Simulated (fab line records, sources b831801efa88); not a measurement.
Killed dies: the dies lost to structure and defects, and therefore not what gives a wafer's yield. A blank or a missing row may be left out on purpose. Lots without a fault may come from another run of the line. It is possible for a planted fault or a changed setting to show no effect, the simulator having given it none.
Which of the tools did it? -- flow sky130 -- 13 lots with 39 wafers sampled at 3 steps, on a route of 708 steps

== WHAT EACH GAUGE READ, for each wafer ==
SKY_VIA2_BOW_MEAS_03.
lot,measured,on,VIA2_BOW (um)
L675,day 35 12:23,film metro-03,84 84 83
L676,day 36 07:48,film metro-03,78 94 75
L678,day 36 15:46,film metro-04,86 87 84
L679,day 36 21:28,film metro-01,85 77 78
L680,day 37 08:13,film metro-01,90 92 75
L681,day 37 13:11,film metro-04,84 95 101
L682,day 37 17:05,film metro-01,77 85 77
L683,day 38 02:36,film metro-03,88 81 92
L684,day 38 22:59,film metro-03,99 82 82
L685,day 38 23:48,film metro-01,87 88 76
L686,day 39 05:43,film metro-01,90 89 86
L694,day 41 12:08,film metro-03,81 86 92
L697,day 42 08:58,film metro-03,80 89 94

SKY_VIA2_CD_MEAS_12: target cd 200 nm.
lot,measured,on,cd nm (nm)
L675,day 36 14:59,cd sem-01,202.1 203.2 202.4
L676,day 37 10:18,cd sem-01,200.7 198.8 197.7
L678,day 37 17:52,cd sem-02,199.8 198.4 202.1
L679,day 37 23:52,cd sem-02,200.4 199.0 198.8
L680,day 38 09:34,cd sem-02,203.2 201.5 202.3
L681,day 38 14:17,cd sem-01,199.5 201.5 201.3
L682,day 38 18:30,cd sem-02,198.3 198.5 198.0
L683,day 39 03:35,cd sem-01,199.9 198.0 198.8
L684,day 39 23:35,cd sem-02,201.1 202.4 200.9
L685,day 40 00:29,cd sem-02,200.3 199.2 199.6
L686,day 40 06:39,cd sem-02,197.6 198.0 198.0
L694,day 42 11:56,cd sem-02,200.2 199.6 199.6
L697,day 43 08:16,cd sem-02,198.2 197.8 199.2

== TOOL THAT RAN EACH LOT (tool first, then ch and the chambers of the sampled wafers, then the start) ==
lot,SKY_METAL2_SPUTTER_01
L675,"pvd sputter-04, day 34 07:05"
L676,"pvd sputter-03, day 35 04:04"
L678,"pvd sputter-03, day 35 11:13"
L679,"pvd sputter-01, day 35 16:55"
L680,"pvd sputter-01, day 36 04:25"
L681,"pvd sputter-01, day 36 08:18"
L682,"pvd sputter-01, day 36 13:50"
L683,"pvd sputter-03, day 36 23:14"
L684,"pvd sputter-03, day 37 19:46"
L685,"pvd sputter-03, day 37 21:17"
L686,"pvd sputter-03, day 38 03:11"
L694,"pvd sputter-03, day 40 10:07"
L697,"pvd sputter-03, day 41 05:17"
- SKY_METAL2_SPUTTER_01: material TiN, target thk 20 nm, time 16.7 s.

== WHAT THE TOOLS THEMSELVES READ (means of the sampled wafers that have a number; where no wafer has one, the mark that the record gives instead) ==
SKY_METAL2_SPUTTER_01.
lot,tool,cathode dc power W (W),throttle valve pct (%)
L675,pvd sputter-04,6500.2,31.8
L676,pvd sputter-03,6499.8,30.2
L678,pvd sputter-03,6499.7,31.1
L679,pvd sputter-01,6499.5,29.1
L680,pvd sputter-01,6500.3,29.3
L681,pvd sputter-01,6500.7,29.9
L682,pvd sputter-01,6499.8,29.5
L683,pvd sputter-03,6501.1,29.8
L684,pvd sputter-03,6498.9,30.5
L685,pvd sputter-03,6499.4,30.4
L686,pvd sputter-03,6499.2,30.9
L694,pvd sputter-03,6499.8,30.4
L697,pvd sputter-03,6499.7,30.0

== THE ANSWER, worked out from the rows above alone ==
Rule: what is usual is taken from the lots themselves. Put in order of their means at a reading, lots are off if they are a third of the lots or fewer, leave a main group of 4 or more, and stand apart from it by a gap of 3 or more times the standard deviation of the main group's means; of several such gaps the widest counts. The tables above print the reading to a certain number of digits; a main group whose means all agree to those digits is not used. Also off: a lot with no number at a reading for which 4 or more lots have one. Where the step has rows for the other lots, those lots are counted as sound. First the gauges in route order, then the tools' own readings, where a lot's mean is used as printed above. The first step at which some lot is off is used, and at that step the reading that is off furthest; a lot without a number counts as furthest.
No lot is off on any of the readings shown, so nothing can be concluded from this.

== WHAT HAD BEEN PUT IN BY THE SIMULATOR ==
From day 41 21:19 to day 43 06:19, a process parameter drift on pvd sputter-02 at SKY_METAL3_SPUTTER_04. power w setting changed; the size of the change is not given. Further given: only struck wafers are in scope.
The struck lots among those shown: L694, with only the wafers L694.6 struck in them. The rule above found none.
